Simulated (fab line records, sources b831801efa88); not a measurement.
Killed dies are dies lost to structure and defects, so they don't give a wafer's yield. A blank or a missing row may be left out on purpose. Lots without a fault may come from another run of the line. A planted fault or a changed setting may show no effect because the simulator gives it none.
A struck lot beside a sound one | flow sky130 | 21 steps out of a route of 708
Sound: wafers L858.2, L858.3, L858.4. Struck: wafers L863.1, L863.5, L863.6. The cause comes at the end.
At each step with rows: each side's tool, then ch and its chambers, then its first start. Under that, the readings that differ: sound wafers | struck wafers | difference of the means | sigmas: that difference in standard deviations of wafers without a fault.
alike: readings whose means differ by less than 2 such deviations, and words and numbers that are the same on both sides. not compared: withheld readings, readings that some wafer has no value for, bounds like >300 that may hide the same value, and numbers for which the record gives no deviation and whose values overlap.
The two part at a step that has a row with sigmas, a row that says differs or no value, or rows on one side only. Numbers that don't overlap but have no deviation are shown without sigmas and don't part them. A reading that every wafer of one side lacks parts them only if that side has two wafers or more.

first, 1 step without rows for these wafers: SKY_RES_XHIGH_IMPLANT_07.
SKY_RES_XHIGH_STRIP_08: strips in O2/N2.
  sound on plasma_asher-02 ch 0,1, day 29 23:59; struck on plasma_asher-02 ch 0,1, day 31 14:29
  alike: drypump_motor_current_A, oes_product_au, strip_time_to_endpoint_s
  not compared: rf_hours_counter_h
SKY_RES_XHIGH_TW_MEAS_09:
  sound on film_metro-02, day 30 00:06; struck on film_metro-03, day 31 14:35
  alike: RES_XHIGH_TW
then, 7 steps without rows for these wafers: SKY_SD_N_DEHYDRATE_00 (time 60 s); SKY_SD_N_HMDS_01 (prime time 60 s); SKY_SD_N_COAT_02 (resist thk 1140 nm); SKY_SD_N_SOFTBAKE_03 (time 60 s); SKY_SD_N_EXPOSE_04 (exposes mask NSDM, target cd 380 nm); SKY_SD_N_PEB_05; SKY_SD_N_DEVELOP_06 (develop time 60 s).
SKY_SD_N_CD_MEAS_07: target cd 380 nm.
  sound on cd_sem-01, day 31 03:44; struck on cd_sem-02, day 32 18:08
  alike: cd_nm
SKY_SD_N_OVL_MEAS_08:
  sound on overlay-01, day 31 03:50; struck on overlay-01, day 32 18:15
  alike: SD_N_OVL
SKY_SD_N_IMPLANT_09:
  sound on implanter-03 ch 0, day 31 03:53; struck on implanter-03 ch 0, day 32 18:17
  reading                   | sound                | struck               | difference | sigmas
  beam_energy_keV           | 50.018 50.001 50.008 | 46.307 46.282 46.292 | -3.715     | -99 or more
  model.implant.rp_nm (nm)  | 32.63 32.63 32.63    | 30.27 30.27 30.27    | -2.36      |
  model.implant.drp_nm (nm) | 14.11 14.11 14.11    | 13.33 13.33 13.33    | -0.78      |
  alike: faraday_current_uA
then, 1 step without rows for these wafers: SKY_SD_N_IMPLANT_10.
SKY_SD_N_STRIP_11: strips in O2/N2.
  sound on plasma_asher-04 ch 0,1, day 31 04:10; struck on plasma_asher-03 ch 0,1, day 32 18:35
  reading                      | sound             | struck            | difference | sigmas
  strip_time_to_endpoint_s (s) | 22.55 22.52 22.52 | 21.94 21.93 21.97 | -0.58      | -14
  alike: drypump_motor_current_A, oes_product_au
  not compared: rf_hours_counter_h
SKY_SD_N_TW_MEAS_12:
  sound on film_metro-03, day 31 04:16; struck on film_metro-03, day 32 18:41
  reading | sound          | struck         | difference | sigmas
  SD_N_TW | 4005 4007 4011 | 3915 3915 3931 | -87        | -4
then, 1 step without rows for these wafers: SKY_SD_N_CLEAN_13 (cleans in SC1/SC2, time 150 s).
SKY_SD_N_RTA_14: time 2 s.
  sound on rtp_anneal-01 ch 0, day 31 04:23; struck on rtp_anneal-01 ch 0, day 32 18:47
  alike: lamp_power_pct, wafer_temp_C_max
SKY_SD_N_RS_MEAS_16: measures by four-point-probe.
  sound on film_metro-02, day 31 04:34; struck on film_metro-01, day 32 18:58
  reading          | sound             | struck            | difference | sigmas
  SD_N_RS (ohm/sq) | 68.85 68.80 68.99 | 71.24 71.16 71.31 | +2.36      | +20
SKY_SD_N_RS_MEAS_17: measures by four-point-probe.
  sound on film_metro-02, day 31 04:41; struck on film_metro-01, day 32 19:05
  reading          | sound             | struck            | difference | sigmas
  SD_P_RS (ohm/sq) | 147.7 147.8 147.8 | 146.8 146.7 147.1 | -0.9       | -2
-- the record jumps here: 17 days lie between the struck wafers' starts before and after (it left off in module SD_N and takes up again in module PAD_OPEN, whose first step shown is number 708 of the route) --
SKY_PAD_OPEN_PROBE_99:
  sound on prober-02, day 48 08:13; struck on prober-01, day 49 09:22
  reading                            | sound             | struck            | difference | sigmas
  killed_at_contacts                 | 37 29 34          | 18 18 22          | -14        | -2
  model.etest.res_ndiff.rs_ohm_sq    | 118.5 119.7 118.6 | 124.9 123.5 124.7 | +5.4       |
  model.etest.res_ndiff_hv.rs_ohm_sq | 114.3 113.7 112.9 | 117.9 117.5 117.6 | +4.0       |
  alike: killed_at_M0_to_M3, killed_at_M4_up, killed_at_front_end, killed_at_other, killed_dies, killed_open, killed_short
  not compared: model.etest.res_ndiff.line_ohm_um

WHERE THEY PART
First at SKY_SD_N_IMPLANT_09; last, within this record, at SKY_PAD_OPEN_PROBE_99.

WHY: what the simulator had put in
Process parameter drift: implanter-03, from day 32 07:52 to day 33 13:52, at SKY_SD_N_IMPLANT_09. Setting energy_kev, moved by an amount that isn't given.
